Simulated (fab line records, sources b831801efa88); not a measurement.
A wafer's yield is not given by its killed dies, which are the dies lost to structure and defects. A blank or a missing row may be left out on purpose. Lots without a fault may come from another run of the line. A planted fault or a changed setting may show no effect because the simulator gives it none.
Shared-tool check :: flow gf180mcu :: 42 wafers sampled across 14 lots

THE REASON FOR OPENING IT
On 2 of the 14 lots, a flag is raised at GF_POLY_GATE_CD_MEAS_10 on the reading cd_nm. Fault-free wafers read 280.1 nm, with a standard deviation of 1.2.
Rule: a lot is flagged in two cases, either no wafer of it has a number, or all its wafers with numbers fall more than 4 standard deviations from that mean. All remaining lots are regarded as sound.

lot: L969
measured: day 8 23:26
on: cd_sem-01
cd_nm (nm), wafer by wafer: 281.0 280.9 280.1
flag: 

lot: L970
measured: day 9 22:32
on: cd_sem-02
cd_nm (nm), wafer by wafer: 281.0 279.7 280.9
flag: 

lot: L971
measured: day 10 05:40
on: cd_sem-01
cd_nm (nm), wafer by wafer: 282.0 281.0 280.0
flag: 

lot: L972
measured: day 10 05:52
on: cd_sem-01
cd_nm (nm), wafer by wafer: 280.5 281.2 281.7
flag: 

lot: L974
measured: day 10 16:13
on: cd_sem-01
cd_nm (nm), wafer by wafer: 279.2 279.8 280.4
flag: 

lot: L975
measured: day 10 22:59
on: cd_sem-01
cd_nm (nm), wafer by wafer: 278.9 278.1 277.4
flag: 

lot: L978
measured: day 11 23:37
on: cd_sem-01
cd_nm (nm), wafer by wafer: 280.9 281.9 281.8
flag: 

lot: L980
measured: day 12 12:05
on: cd_sem-02
cd_nm (nm), wafer by wafer: 281.0 281.2 280.8
flag: 

lot: L982
measured: day 13 06:56
on: cd_sem-02
cd_nm (nm), wafer by wafer: 270.2 271.5 271.9
flag: FLAGGED

lot: L983
measured: day 13 12:52
on: cd_sem-01
cd_nm (nm), wafer by wafer: 271.4 272.0 273.6
flag: FLAGGED

lot: L986
measured: day 14 14:04
on: cd_sem-02
cd_nm (nm), wafer by wafer: 282.1 282.1 281.1
flag: 

lot: L987
measured: day 14 23:49
on: cd_sem-02
cd_nm (nm), wafer by wafer: 278.9 278.6 279.2
flag: 

lot: L988
measured: day 15 04:54
on: cd_sem-02
cd_nm (nm), wafer by wafer: 280.7 279.8 280.8
flag: 

lot: L989
measured: day 15 09:01
on: cd_sem-02
cd_nm (nm), wafer by wafer: 278.3 278.3 279.6
flag: 
Average over the flagged lots: 271.8 nm; offset from the usual -8.3 nm, equal to -7 standard deviations.

WHICH TOOL RAN EACH LOT
The record keeps 1 process step preceding the reading, out of 602 steps on the route. Every cell lists first the tool, next ch and the chambers used by the sampled wafers, and last the start.
lot: L969
flag: 
GF_POLY_GATE_SOFTBAKE_06: litho_track-03 ch 0, day 8 16:00

lot: L970
flag: 
GF_POLY_GATE_SOFTBAKE_06: litho_track-02 ch 0, day 9 13:00

lot: L971
flag: 
GF_POLY_GATE_SOFTBAKE_06: litho_track-03 ch 0, day 9 20:00

lot: L972
flag: 
GF_POLY_GATE_SOFTBAKE_06: litho_track-04 ch 0, day 9 20:00

lot: L974
flag: 
GF_POLY_GATE_SOFTBAKE_06: litho_track-04 ch 0, day 10 07:00

lot: L975
flag: 
GF_POLY_GATE_SOFTBAKE_06: litho_track-03 ch 0, day 10 13:00

lot: L978
flag: 
GF_POLY_GATE_SOFTBAKE_06: litho_track-03 ch 0, day 11 13:00

lot: L980
flag: 
GF_POLY_GATE_SOFTBAKE_06: litho_track-02 ch 0, day 12 02:00

lot: L982
flag: FLAGGED
GF_POLY_GATE_SOFTBAKE_06: litho_track-04 ch 0, day 12 21:00

lot: L983
flag: FLAGGED
GF_POLY_GATE_SOFTBAKE_06: litho_track-04 ch 0, day 13 02:00

lot: L986
flag: 
GF_POLY_GATE_SOFTBAKE_06: litho_track-03 ch 0, day 14 02:00

lot: L987
flag: 
GF_POLY_GATE_SOFTBAKE_06: litho_track-03 ch 0, day 14 13:00

lot: L988
flag: 
GF_POLY_GATE_SOFTBAKE_06: litho_track-03 ch 0, day 14 18:00

lot: L989
flag: 
GF_POLY_GATE_SOFTBAKE_06: litho_track-02 ch 0, day 14 22:00
What is done by these steps:
- GF_POLY_GATE_SOFTBAKE_06: time 60 s.
- GF_POLY_GATE_CD_MEAS_10: target cd 280 nm.

FLAGGED AGAINST TOTAL, ONE TOOL AT A TIME (gauges that did the reading follow at the end)
step: GF_POLY_GATE_SOFTBAKE_06
tool: litho_track-02
lots run: 3
flagged: 0
share of the flagged lots: none
sound lots run after its first flagged lot: -

step: GF_POLY_GATE_SOFTBAKE_06
tool: litho_track-03
lots run: 7
flagged: 0
share of the flagged lots: none
sound lots run after its first flagged lot: -

step: GF_POLY_GATE_SOFTBAKE_06
tool: litho_track-04
lots run: 4
flagged: 2
share of the flagged lots: all
sound lots run after its first flagged lot: 0

step: GF_POLY_GATE_CD_MEAS_10
tool: cd_sem-01
lots run: 7
flagged: 1
share of the flagged lots: some
sound lots run after its first flagged lot: 0

step: GF_POLY_GATE_CD_MEAS_10
tool: cd_sem-02
lots run: 7
flagged: 1
share of the flagged lots: some
sound lots run after its first flagged lot: 4 (L986,L987,L988,L989)

WHAT THE TABLE ALLOWS
Rows of the table that ran each flagged lot: 1, that is litho_track-04 at GF_POLY_GATE_SOFTBAKE_06.
- litho_track-04 at GF_POLY_GATE_SOFTBAKE_06 ran 4 lots, 2 of them flagged. It ran its last sound lot, L974, at day 10 07:00 and its first flagged lot, L982, at day 12 21:00: a fault with its onset between the two fits. Its own readings (heater_power_total_W, plate_temp_C) fall more than 4 standard deviations out on all wafers of the flagged lots.
What remains is a single tool, litho_track-04 at GF_POLY_GATE_SOFTBAKE_06.

WHAT THE SIMULATOR PUT IN
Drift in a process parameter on litho_track-04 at GF_POLY_GATE_SOFTBAKE_06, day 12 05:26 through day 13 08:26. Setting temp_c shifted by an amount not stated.
Struck lots among those shown: L982, L983. Same finding as the rule above.
